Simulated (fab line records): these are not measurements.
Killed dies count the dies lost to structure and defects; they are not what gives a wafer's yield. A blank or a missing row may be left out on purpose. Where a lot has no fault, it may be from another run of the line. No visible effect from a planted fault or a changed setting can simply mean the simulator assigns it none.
2 desks, one fault :: flow gf180mcu :: numbers are kept per desk, each desk with only its own; the story behind them comes last

## FOR THE TOOL OWNER'S DESK: implanter-04
For each lot that ran on this tool, the mean over its sampled wafers that have a number, from the tool's own readings at GF_MVSD_IMPLANT_08. Any lot whose mean is over 4 standard deviations away from the usual mean is out of limits and marked OUT; that distance is given in the brackets.
Columns: A = dose_ions_cm2 at GF_MVSD_IMPLANT_08, usual 1.6001e+13; B = faraday_current_uA at GF_MVSD_IMPLANT_08, usual 90.3
lot: L977
first seen here: day 4 23:08
A: 1.5997e+13
B: 90.1

lot: L978
first seen here: day 5 03:51
A: 1.6014e+13
B: 90.9

lot: L979
first seen here: day 5 08:30
A: 1.5980e+13
B: 89.8

lot: L981
first seen here: day 5 19:32
A: 1.6010e+13
B: 92.5

lot: L982
first seen here: day 6 03:32
A: 1.6003e+13
B: 89.6

lot: L983
first seen here: day 6 07:12
A: 1.5984e+13
B: 89.8

lot: L986
first seen here: day 6 23:43
A: 1.1269e+13 (-99 or more) OUT
B: 64.4 (-13) OUT

lot: L987
first seen here: day 7 06:28
A: 1.1270e+13 (-99 or more) OUT
B: 63.1 (-14) OUT
This desk finds L986, L987 out of limits, L986 being first, at day 6 23:43 (dose_ions_cm2 at GF_MVSD_IMPLANT_08). L977, L978, L979, L981, L982, L983 stayed within limits.

## THE METROLOGY DESK
Lot by lot, what the gauges showed, no matter which tool ran the lot: averages of those sampled wafers that carry a number. Any lot whose mean is over 4 standard deviations away from the usual mean is out of limits and marked OUT; that distance is given in the brackets.
Columns: A = MVSD_TW at GF_MVSD_TW_MEAS_11, usual 1585; B = MVSD_RS at GF_VT_IMPLANT_RS_MEAS_46, usual 456.7 ohm/sq
lot: L975
first seen here: day 4 14:53
A: 1575
B: 458.2

lot: L977
first seen here: day 4 23:32
A: 1576
B: 457.2

lot: L978
first seen here: day 5 04:14
A: 1578
B: 457.3

lot: L979
first seen here: day 5 08:51
A: 1579
B: 456.0

lot: L980
first seen here: day 5 14:17
A: 1601
B: 457.1

lot: L981
first seen here: day 5 19:56
A: 1591
B: 456.7

lot: L982
first seen here: day 6 03:56
A: 1592
B: 455.0

lot: L983
first seen here: day 6 07:33
A: 1581
B: 455.8

lot: L986
first seen here: day 7 00:07
A: 1451 (-14) OUT
B: 545.5 (+74) OUT

lot: L987
first seen here: day 7 06:51
A: 1444 (-15) OUT
B: 542.0 (+71) OUT

lot: L988
first seen here: day 7 14:23
A: 1594
B: 456.8

lot: L990
first seen here: day 8 00:18
A: 1583
B: 456.8
This desk finds L986, L987 out of limits, with the earliest case on L986 at day 7 00:07 (MVSD_TW at GF_MVSD_TW_MEAS_11). L975, L977, L978, L979, L980, L981, L982, L983, L988, L990 stayed within limits.

## PUT TOGETHER
The tool owner's desk had the chance to raise an alarm at day 6 23:43 on L986, L987.
The metrology desk could have raised an alarm at day 7 00:07, on L986, L987.
All the named lots went through GF_MVSD_IMPLANT_08 on implanter-04.

## WHAT THE SIMULATOR PUT IN
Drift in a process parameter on implanter-04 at GF_MVSD_IMPLANT_08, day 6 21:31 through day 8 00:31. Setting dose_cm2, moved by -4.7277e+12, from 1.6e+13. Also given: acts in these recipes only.
Shown lots that were struck: L986, L987.
Delay (hours) between the fault's onset and each desk's first out-of-limits reading: 2 at the tool owner's desk, 3 at the metrology desk.
